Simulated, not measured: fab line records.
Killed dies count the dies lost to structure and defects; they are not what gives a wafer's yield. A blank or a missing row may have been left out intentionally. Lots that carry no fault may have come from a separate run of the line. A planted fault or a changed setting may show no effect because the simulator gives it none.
Struck lot and sound lot, side by side / flow gf180mcu / 23 steps out of a route of 602
Sound: the wafers L623.3, L623.4, L623.6. Struck: wafers L629.3, L629.5, L629.6. At the end, the cause is stated.
Order at every step that has rows: each side's tool, ch and its chambers, its first start. Under that, the readings that differ: sound wafers / struck wafers / difference of the means / sigmas: that difference in standard deviations of wafers without a fault.
alike: readings with means less than 2 such deviations apart, plus words and numbers identical on both sides. not compared: withheld readings, readings lacking a value on some wafer, bounds such as >300 that could conceal the same value, and numbers that have no deviation in the record and whose values overlap.
Wherever a step has rows on one side only, a row that says differs or no value, or a row with sigmas, the two part there. Numbers that don't overlap but have no deviation are shown without sigmas and don't part them. A reading that every wafer of one side lacks parts them only if that side has two wafers or more.

first, 1 step without rows for these wafers: GF_POLY_GATE_DEVELOP_09 (develop time 60 s).
GF_POLY_GATE_CD_MEAS_10: target cd 280 nm.
  sound on cd_sem-01 at day 12 15:36; struck on cd_sem-02 at day 14 21:29
reading=cd_nm (nm); sound=280.9 279.8 279.5; struck=278.2 277.8 276.9; difference=-2.4; sigmas=-2
GF_POLY_GATE_OVL_MEAS_11:
  sound on overlay-02 at day 12 15:41; struck on overlay-01 at day 14 21:35
  alike: POLY_GATE_OVL
GF_POLY_GATE_ETCH_12: etches BARC in N2/H2.
  sound on rie_diel-04 ch 0,1,3, day 12 15:43; struck on rie_diel-03 ch 0,2,3, day 14 21:37
  alike: bias_w, drypump_motor_current_A, oes_product_au, throttle_valve_pct
GF_POLY_GATE_ETCH_13: etches poly-Si in HBr/Cl2, stops on SiO2, target depth 198.5 nm, time 69.6 s.
  sound on rie_si-02 ch 0,1, day 12 15:46; struck on rie_si-02 ch 1,2,3, day 14 21:40
  alike: HBr_flow_sccm, bias_w, drypump_motor_current_A, oes_product_au, throttle_valve_pct
  not compared: rf_hours_counter_h
GF_POLY_GATE_STRIP_14: strips in O2/N2.
  sound on plasma_asher-01 ch 0,1, day 12 15:51; struck on plasma_asher-04 ch 0,1, day 14 21:45
  alike: drypump_motor_current_A, heater_power_w, oes_product_au
  not compared: rf_hours_counter_h
then, 2 steps without rows for these wafers: GF_POLY_GATE_CLEAN_15 (cleans in SC1/SC2, time 150 s); GF_POLY_GATE_OXIDATION_16 (stabilise 600 s, purge 300 s, target thk 4 nm).
GF_POLY_GATE_THK_MEAS_17:
  sound on film_metro-03 at day 12 17:14; struck on film_metro-01 at day 15 00:04
  alike: POLY_GATE_OXIDATION_THK
GF_POLY_GATE_CD_MEAS_18:
  sound on cd_sem-01 at day 12 17:20; struck on cd_sem-02 at day 15 00:10
  alike: cd_nm
then, 2 steps without rows for these wafers: GF_HV_LDD_DEHYDRATE_00 (time 60 s); GF_HV_LDD_HMDS_01 (prime time 60 s).
GF_HV_LDD_COAT_02: resist thk 1000 nm.
  sound on litho_track-03 ch 0, day 13 03:20; struck on litho_track-03 ch 0, day 15 10:29
reading=spin_speed_rpm (rpm); sound=3003.4 3001.4 3003.4; struck=3744.6 3743.9 3739.8; difference=+740.0; sigmas=+99 or more
reading=model.NOVOLAK_of_HV_LDD_COAT_02.thk_nm (nm); sound=996.4 1003 998.5; struck=897.6 894.5 893.8; difference=-104.0; sigmas=
  alike: resist_line_temp_C
then, 3 steps without rows for these wafers: GF_HV_LDD_SOFTBAKE_03 (time 60 s); GF_HV_LDD_EXPOSE_04 (exposes mask Nplus LV AREA, target cd 400 nm); GF_HV_LDD_PEB_05.
GF_HV_LDD_DEVELOP_06: develop time 60 s.
  sound on litho_track-01 ch 0, day 13 13:01; struck on litho_track-03 ch 0, day 15 22:11
reading=model.NOVOLAK_of_HV_LDD_COAT_02.thk_nm (nm); sound=996 1002 998; struck=897.2 894.1 893.4; difference=-103.8; sigmas=
  alike: resist_line_temp_C
GF_HV_LDD_CD_MEAS_07: target cd 400 nm.
  sound on cd_sem-02 at day 13 13:09; struck on cd_sem-02 at day 15 22:20
reading=cd_nm (nm); sound=401.5 399.1 399.0; struck=409.7 410.3 408.3; difference=+9.6; sigmas=+5
GF_HV_LDD_OVL_MEAS_08:
  sound on overlay-01 at day 13 13:14; struck on overlay-01 at day 15 22:25
  alike: HV_LDD_OVL
after that, 1 step had no rows for these wafers: GF_HV_LDD_IMPLANT_09.
GF_HV_LDD_STRIP_10: strips in O2/N2.
  sound on plasma_asher-02 ch 0,1, day 13 13:27; struck on plasma_asher-03 ch 0,1, day 15 22:38
reading=strip_time_to_endpoint_s (s); sound=12.59 12.64 12.62; struck=11.42 11.39 11.40; difference=-1.21; sigmas=-39
  alike: drypump_motor_current_A, heater_power_w, oes_product_au
  not compared: rf_hours_counter_h
GF_HV_LDD_TW_MEAS_11:
  sound on film_metro-03 at day 13 13:32; struck on film_metro-01 at day 15 22:43
  alike: HV_LDD_TW
-- the record jumps here: 18 days lie between the struck wafers' starts before and after (it left off in module HV_LDD and takes up again in module PASSIVATION, whose first step shown is number 602 of the route) --
GF_PASSIVATION_PROBE_99:
  the record has rows for the struck wafers here (prober-02, day 34 01:29) and none for the sound ones

## WHERE THEY PART
Earliest at GF_POLY_GATE_CD_MEAS_10; latest, in this record, at GF_PASSIVATION_PROBE_99.

WHY: whatever the simulator had introduced
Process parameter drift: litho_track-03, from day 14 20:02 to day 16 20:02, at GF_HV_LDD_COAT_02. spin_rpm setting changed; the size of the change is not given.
